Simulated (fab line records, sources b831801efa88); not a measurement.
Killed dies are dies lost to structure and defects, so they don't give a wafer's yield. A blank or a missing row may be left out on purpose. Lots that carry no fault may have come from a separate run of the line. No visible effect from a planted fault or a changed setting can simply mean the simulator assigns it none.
Which of the tools did it? -- flow gf180mcu -- Sampling: 14 lots, 42 wafers, 4 of 602 route steps

WHAT EACH GAUGE READ, for each wafer
GF_HV_LDD_OVL_MEAS_47. Usual: for HV_LDD_03_OVL the level is 0.8 nm and the standard deviation is 1.3.
lot,measured,on,HV_LDD_03_OVL (nm),flag
L250,day 12 12:07,overlay-01,1.9 1.3 1.0,
L251,day 12 15:02,overlay-01,-0.8 -0.3 0.3,
L252,day 13 01:31,overlay-01,-0.4 1.3 1.8,
L253,day 13 07:35,overlay-02,2.5 0.9 1.4,
L254,day 13 17:48,overlay-02,0.3 2.2 1.9,
L256,day 14 10:22,overlay-02,1.6 2.6 2.2,
L255,day 14 11:46,overlay-02,0.3 0.5 3.4,
L257,day 14 20:21,overlay-02,0.6 -0.8 1.9,
L262,day 16 15:06,overlay-01,1.0 0.1 1.2,
L264,day 17 04:51,overlay-01,0.0 -1.6 -2.3,
L270,day 19 03:51,overlay-01,2.0 1.5 2.3,
L269,day 19 05:46,overlay-02,0.5 -0.1 0.3,
L272,day 20 01:50,overlay-02,-0.3 1.8 -0.7,
L273,day 20 08:04,overlay-02,0.2 0.2 -1.0,

GF_CONTACT_CD_MEAS_14 targets a cd of 220 nm. Usual: cd-nm at 219.8 nm, with a standard deviation of 1.5.
lot,measured,on,cd-nm (nm),flag
L250,day 16 03:46,cd-sem-02,221.9 220.8 220.5,
L251,day 16 07:32,cd-sem-02,220.9 220.6 222.3,
L252,day 16 18:26,cd-sem-02,219.4 220.2 219.3,
L253,day 17 03:43,cd-sem-02,218.3 219.9 220.5,
L254,day 17 10:58,cd-sem-02,220.5 220.6 220.9,
L256,day 18 09:40,cd-sem-01,221.7 222.5 223.2,
L255,day 18 10:49,cd-sem-02,221.4 220.7 220.7,
L257,day 18 19:44,cd-sem-02,217.3 216.6 217.1,
L262,day 20 17:42,cd-sem-02,219.7 218.3 220.4,
L264,day 21 10:08,cd-sem-02,218.8 219.8 218.1,
L270,day 23 06:22,cd-sem-02,216.5 216.1 215.1,
L269,day 23 12:37,cd-sem-02,220.9 221.5 221.9,
L272,day 24 04:02,cd-sem-02,219.4 218.8 218.8,
L273,day 24 09:40,cd-sem-01,220.8 221.2 220.0,

WHICH TOOL RAN EACH LOT (tool, then ch and the chambers of the sampled wafers, then the start)
lot,GF_SAB_ETCH_11,GF_SALICIDE_SPUTTER_03
L250,"rie-diel-01 ch 1,2, day 15 05:04","pvd-sputter-01, day 15 05:26"
L251,"rie-diel-01 ch 0,2,3, day 15 07:13","pvd-sputter-01, day 15 07:36"
L252,"rie-diel-04 ch 0,1,3, day 15 19:17","pvd-sputter-04, day 15 19:38"
L253,"rie-diel-01 ch 2,3, day 16 02:22","pvd-sputter-01, day 16 02:47"
L254,"rie-diel-01 ch 0,2, day 16 10:55","pvd-sputter-03, day 16 11:19"
L256,"rie-diel-01 ch 2,3, day 17 08:41","pvd-sputter-01, day 17 09:02"
L255,"rie-diel-04 ch 0,1, day 17 09:52","pvd-sputter-04, day 17 10:14"
L257,"rie-diel-02 ch 0,2,3, day 17 18:07","pvd-sputter-04, day 17 18:30"
L262,"rie-diel-02 ch 2,3, day 19 16:40","pvd-sputter-01, day 19 17:03"
L264,"rie-diel-02 ch 0,3, day 20 08:34","pvd-sputter-01, day 20 08:56"
L270,"rie-diel-04 ch 0,1,3, day 22 06:43","pvd-sputter-04, day 22 07:05"
L269,"rie-diel-01 ch 0,1, day 22 11:52","pvd-sputter-04, day 22 12:22"
L272,"rie-diel-04 ch 1,3, day 23 04:07","pvd-sputter-04, day 23 04:37"
L273,"rie-diel-04 ch 1,3, day 23 09:52","pvd-sputter-01, day 23 10:25"
- GF_SAB_ETCH_11: etches SiO2 in C4F8/O2/Ar, target depth 55 nm, time 8.5 s.
- GF_SALICIDE_SPUTTER_03: material TiN, target thk 20 nm, time 16.7 s.

AS READ BY THE TOOLS THEMSELVES (means over the sampled wafers that have a number; for cases with no such wafer, the mark the record gives instead)
GF_SAB_ETCH_11. Usual: oes-product-au 0.993 a.u., standard deviation 0.01; rf-fwd-power-W 1472 W, standard deviation 7.4.
lot,tool,oes-product-au (a.u.),rf-fwd-power-W (W),flag
L250,rie-diel-01,0.988,1473,
L251,rie-diel-01,0.994,1466,
L252,rie-diel-04,0.997,1462,
L253,rie-diel-01,0.988,1469,
L254,rie-diel-01,0.981,1467,
L256,rie-diel-01,0.984,1467,
L255,rie-diel-04,0.983,1461,
L257,rie-diel-02,1.001,1480,
L262,rie-diel-02,1.030,1718,OFF
L264,rie-diel-02,1.020,1719,OFF
L270,rie-diel-04,0.996,1469,
L269,rie-diel-01,1.000,1475,
L272,rie-diel-04,0.989,1462,
L273,rie-diel-04,0.993,1470,

GF_SALICIDE_SPUTTER_03. Usual: cathode-dc-power-W 6499.9 W, standard deviation 1.3; throttle-valve-pct 30.8 %, standard deviation 0.82.
lot,tool,cathode-dc-power-W (W),throttle-valve-pct (%),flag
L250,pvd-sputter-01,6500.6,30.4,
L251,pvd-sputter-01,6500.5,30.7,
L252,pvd-sputter-04,6498.6,31.1,
L253,pvd-sputter-01,6499.7,31.3,
L254,pvd-sputter-03,6501.1,30.0,
L256,pvd-sputter-01,6500.4,30.6,
L255,pvd-sputter-04,6499.0,30.9,
L257,pvd-sputter-04,6500.6,30.7,
L262,pvd-sputter-01,6500.0,30.5,
L264,pvd-sputter-01,6500.0,31.2,
L270,pvd-sputter-04,6499.5,31.1,
L269,pvd-sputter-04,6498.6,31.0,
L272,pvd-sputter-04,6501.3,31.0,
L273,pvd-sputter-01,6498.8,32.0,

THE ANSWER, worked out from the rows above alone
Rule: a lot counts as off when the mean over its wafers that have a number is more than 3 standard deviations away from the usual mean. A lot without any number at a reading at which 4 lots or more have one is off too. All remaining lots with rows at the step are treated as sound. First the gauges in route order, then the tools' own readings, where a lot's mean is used as printed above. At the first step where some lot is off, the reading lying furthest off is the one used; lots without a number count as furthest.
Off: L262, L264 (GF_SAB_ETCH_11, rf-fwd-power-W).
If a tool, at that step or one of the process steps before it, ran each lot that is off and ran no sound lot following the first of them, it fits. One fits: rie-diel-02 at GF_SAB_ETCH_11. A fault onset in the window from L257 (day 17 18:07, its last sound lot) to L262 (day 19 16:40, its first lot off) fits.
The tool's own readings at GF_SAB_ETCH_11 bear it out: on the lots that are off they differ by more than 5 times the standard deviation of the sound lots' means. oes-product-au reads 1.025 a.u. there against 0.991 a.u. on the sound lots; rf-fwd-power-W reads 1718 W there against 1468 W on the sound lots.

WHAT THE SIMULATOR HAD INSERTED
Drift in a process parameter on rie-diel-02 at GF_SAB_ETCH_11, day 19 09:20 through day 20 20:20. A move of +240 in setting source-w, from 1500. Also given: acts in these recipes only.
Shown lots that were struck: L262, L264. The rule given above showed the same thing.
